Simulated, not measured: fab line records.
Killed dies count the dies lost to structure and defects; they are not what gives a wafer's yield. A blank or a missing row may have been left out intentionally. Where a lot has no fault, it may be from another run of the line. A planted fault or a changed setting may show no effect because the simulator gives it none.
2 desks, one fault -- flow gf180mcu -- only its own numbers are on each desk; what lay behind them is given at the end

## AT THE METROLOGY DESK
What the gauges read for every lot (on any tool): the sampled wafers with a number, averaged. Marked OUT: a lot whose mean sits more than 4 standard deviations from the usual mean, which makes it out of limits; the brackets give that distance.
Columns: A = V4_W_RS at GF_V4_RS_MEAS_24, usual 0.329 ohm/sq; B = V4_W_THK at GF_V4_THK_MEAS_25, usual 351 nm
lot,first seen here,A,B
L819,day 26 10:58,0.331,350
L820,day 26 19:37,0.325,354
L821,day 27 06:19,0.327,350
L825,day 28 09:46,0.331,351
L826,day 28 16:40,0.336,340
L828,day 29 09:09,0.327,357
L833,day 30 11:08,0.330,342
This desk found nothing out of limits on any of the 7 lots.

## FOR THE TOOL OWNER'S DESK: pvd-sputter-04
The tool's own readings at GF_MIM_SPUTTER_03 (material Ti, target thk 10 nm, time 6.7 s): means of the sampled wafers that have a number, for each lot that ran on this tool. Marked OUT: a lot whose mean sits more than 4 standard deviations from the usual mean, which makes it out of limits; the brackets give that distance.
Columns: A = cathode-dc-power-W at GF_MIM_SPUTTER_03, usual 2999.9 W; B = chamber-pressure-pa at GF_MIM_SPUTTER_03, usual 0.3000 Pa; C = throttle-valve-pct at GF_MIM_SPUTTER_03, usual 30.2 %
lot,first seen here,A,B,C
L828,day 29 09:47,3000.1,0.3000,30.4
L833,day 30 11:47,2999.9,0.3004,30.6
This desk found nothing out of limits on any of the 2 lots.

## ALL TOGETHER
Metrology desk: nothing out of limits seen.
The tool owner's desk saw nothing out of limits.

## WHAT WAS PUT IN BY THE SIMULATOR
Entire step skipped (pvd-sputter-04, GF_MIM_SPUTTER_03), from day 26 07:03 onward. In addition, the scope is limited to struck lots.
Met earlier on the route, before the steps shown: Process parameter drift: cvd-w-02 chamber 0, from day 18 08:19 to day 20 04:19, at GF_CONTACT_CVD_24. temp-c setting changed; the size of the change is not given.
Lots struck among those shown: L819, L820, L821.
